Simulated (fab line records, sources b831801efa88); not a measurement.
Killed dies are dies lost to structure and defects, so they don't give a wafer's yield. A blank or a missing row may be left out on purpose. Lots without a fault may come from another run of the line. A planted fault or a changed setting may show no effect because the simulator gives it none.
One fault seen from 2 desks | flow sfq_line | each desk has only its own numbers; what lay behind them comes last

THE METROLOGY DESK
What the gauges read, lot by lot, whatever tool the lot ran on: means of the sampled wafers that have a number. A lot is out of limits, marked OUT, if its mean lies more than 4 standard deviations from the usual mean; the brackets give that distance.
Columns: A = I7_BOW at SFQ_I7_BOW_MEAS_946, usual 5 um; B = I7_OVL at SFQ_I7_OVL_MEAS_947, usual 5 nm
lot  | first seen here | A  | B
L584 | day 74 14:11    | -8 | 7
L587 | day 75 14:07    | 10 | 7
L588 | day 75 16:32    | -7 | 5
L589 | day 75 23:22    | 10 | -4
L590 | day 76 03:19    | -7 | 6
L591 | day 76 06:19    | 1  | 6
L595 | day 77 11:17    | 5  | -4
L598 | day 79 21:46    | 9  | 1
L599 | day 80 00:52    | 22 | 6
L600 | day 81 06:56    | -7 | 1
L602 | day 81 15:52    | 19 | 4
L605 | day 83 22:48    | -1 | 15
L606 | day 84 00:00    | 1  | 16
L607 | day 84 03:00    | -3 | 5
This desk's finding: nothing out of limits on any of the 14 lots.

THE TOOL OWNER'S DESK: pecvd-03
The tool's own readings at SFQ_TRILAYER_I7_DEP_PECVD_183 (deposits SiO2 from SiH4/N2O, time 111.11 s, target thk 500 nm): means of the sampled wafers that have a number, for each lot that ran on this tool. A lot is out of limits, marked OUT, if its mean lies more than 4 standard deviations from the usual mean; the brackets give that distance.
Columns: A = chamber_pressure_Torr at SFQ_TRILAYER_I7_DEP_PECVD_183, usual 2.400 Torr; B = heater_power_outer_w at SFQ_TRILAYER_I7_DEP_PECVD_183, usual 31 W; C = heater_power_w at SFQ_TRILAYER_I7_DEP_PECVD_183, usual 87 W; D = run_length_s at SFQ_TRILAYER_I7_DEP_PECVD_183, usual 139.1 s; E = throttle_valve_pct at SFQ_TRILAYER_I7_DEP_PECVD_183, usual 24.3 %
lot  | first seen here | A     | B  | C   | D                | E
L588 | day 75 13:27    | 2.395 | 32 | 98  | 138.6            | 23.8
L590 | day 76 00:15    | 2.398 | 25 | 84  | 138.6            | 23.7
L598 | day 79 06:07    | 2.400 | 30 | 93  | 138.7            | 24.1
L599 | day 79 08:27    | 2.398 | 30 | 89  | 142.3 (+5.4) OUT | 23.8
L602 | day 80 17:11    | 2.395 | 29 | 90  | 140.7            | 24.0
L606 | day 83 20:54    | 2.399 | 27 | 85  | 138.4            | 24.5
L607 | day 83 22:52    | 2.398 | 38 | 105 | 138.6            | 24.6
This desk's finding: out of limits on L599; first on L599, day 79 08:27 (run_length_s at SFQ_TRILAYER_I7_DEP_PECVD_183). In limits: L588, L590, L598, L602, L606, L607.

PUT TOGETHER
The tool owner's desk could have raised an alarm at day 79 08:27, on L599.
The metrology desk saw nothing out of limits.
The metrology desk has L599 on record, within its limits.
Of the lots named, all ran SFQ_TRILAYER_I7_DEP_PECVD_183 on pecvd-03.

WHAT THE SIMULATOR HAD PUT IN
Process parameter drift: pecvd-03, from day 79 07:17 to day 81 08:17, at SFQ_TRILAYER_I7_DEP_PECVD_183. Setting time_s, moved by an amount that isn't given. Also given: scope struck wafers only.
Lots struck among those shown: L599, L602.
Hours from the fault's start to each desk's first reading out of limits: the tool owner's desk, 1.
